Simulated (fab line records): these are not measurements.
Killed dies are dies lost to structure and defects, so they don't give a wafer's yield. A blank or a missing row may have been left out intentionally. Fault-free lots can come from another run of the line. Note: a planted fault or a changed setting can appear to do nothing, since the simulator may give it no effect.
Comparing a struck lot with a sound one + flow sky130 + 16 steps out of a route of 708
Sound: wafers L189.2, L189.3, L189.6. Struck: wafer L196.5. (L196.3, L196.4 of the same lot were not struck and are left out.) The cause comes at the end.
For every step that has rows: the tool of each side, followed by ch and its chambers, followed by its first start. Under that, the readings that differ: sound wafers + struck wafers + difference of the means + sigmas: that difference in standard deviations of wafers without a fault.
alike: readings with means less than 2 such deviations apart, plus words and numbers identical on both sides. not compared: withheld readings, readings lacking a value on some wafer, bounds such as >300 that could conceal the same value, and numbers that have no deviation in the record and whose values overlap.
A row with sigmas, a row that says differs or no value, or rows on one side alone: a step with any of these is where the two part. Non-overlapping numbers with no deviation appear without sigmas and do not part them. Lack of a reading on every wafer of one side parts them only where that side has two or more wafers.

first, 2 steps without rows for these wafers: SKY_METAL3_PEB_11; SKY_METAL3_DEVELOP_12 (develop time 60 s).
SKY_METAL3_CD_MEAS_13 targets a cd of 300 nm.
  sound on cdSem-01 at day 39 07:12; struck on cdSem-01 at day 41 02:55
  alike: cdNm
SKY_METAL3_OVL_MEAS_14:
  sound on overlay-02 at day 39 07:18; struck on overlay-01 at day 41 03:00
  alike: METAL3_OVL
SKY_METAL3_DESCUM_15: chemistry O2, time 8 s.
  sound on rieMetal-02 ch 1, day 39 07:20; struck on rieMetal-04 ch 1, day 41 03:02
| reading             | sound             | struck | difference | sigmas |
|---------------------|-------------------|--------|------------|--------|
| oesProductAu (a.u.) | 1.034 1.041 1.032 | 1.003  | -0.033     | -2     |
  alike: chamberPressureMTorr, drypumpMotorCurrentA, heBacksideLeakSccm
  not compared: rfHoursCounterH
SKY_METAL3_ETCH_16: etches BARC in N2/H2, stops on SiO2, time 88.2 s, target depth 60 nm.
  sound on rieMetal-02 ch 1, day 39 07:26; struck on rieMetal-04 ch 1, day 41 03:05
  alike: biasW, chamberPressureMTorr, drypumpMotorCurrentA, heBacksideLeakSccm, oesProductAu, throttleValvePct
  not compared: rfHoursCounterH
SKY_METAL3_ETCH_17: etches SiO2 in C4F8/O2/Ar, stops on TiN, time 3.9 s, target depth 15 nm.
  sound on rieDiel-04 ch 1,2,3, day 39 07:35; struck on rieDiel-04 ch 1, day 41 03:09
  alike: biasW, chamberPressureMTorr, oesProductAu
  not compared: rfHoursCounterH
SKY_METAL3_METAL_ETCH_18: etches the open film in Cl2/BCl3, stops on SiO2, target depth 845 nm, time 183.1 s.
  sound on rieMetal-04 ch 0,1, day 39 07:37; struck on rieMetal-01 ch 1, day 41 03:14
  alike: biasW, chamberPressureMTorr, drypumpMotorCurrentA, heBacksideLeakSccm, oesProductAu, throttleValvePct
  not compared: rfHoursCounterH
then, 4 steps without rows for these wafers: SKY_METAL3_STRIP_19 (strips in O2/N2); SKY_METAL3_STRIP_20 (strips in post etch residue remover, time 1200 s); SKY_METAL3_CLEAN_21 (cleans in IPA, time 180 s); SKY_METAL3_CLEAN_22 (cleans in O3/DIW).
SKY_VIA3_HDPCVD_00: deposits SiO2, target thk 1635 nm, time 272.5 s.
  sound on hdpcvd-02 ch 0,1, day 39 08:24; struck on hdpcvd-01 ch 2, day 41 03:56
| reading                                 | sound          | struck | difference | sigmas |
|-----------------------------------------|----------------|--------|------------|--------|
| model.SiO2_of_VIA3_HDPCVD_00.thkNm (nm) | 1621 1629 1642 | 2313   | +682       |        |
SKY_VIA3_THK_MEAS_01:
  sound on filmMetro-04 at day 39 08:34; struck on filmMetro-02 at day 41 04:08
| reading              | sound          | struck | difference | sigmas |
|----------------------|----------------|--------|------------|--------|
| VIA3_HDPCVD_THK (nm) | 1620 1627 1642 | 2312   | +682       | +34    |
SKY_VIA3_CMP_02: polishes SiO2.
  sound on cmp-01 ch 1,2,3, day 39 08:37; struck on cmp-02 ch 0, day 41 04:16
  alike: motorCurrentA
SKY_PAD_OPEN_PROBE_99:
  the record has rows for the sound wafers here (prober-01, day 46 08:10) and none for the struck ones

== WHERE THEY PART ==
Earliest at SKY_METAL3_DESCUM_15; latest, in this record, at SKY_PAD_OPEN_PROBE_99.

WHY: the cause the simulator had injected
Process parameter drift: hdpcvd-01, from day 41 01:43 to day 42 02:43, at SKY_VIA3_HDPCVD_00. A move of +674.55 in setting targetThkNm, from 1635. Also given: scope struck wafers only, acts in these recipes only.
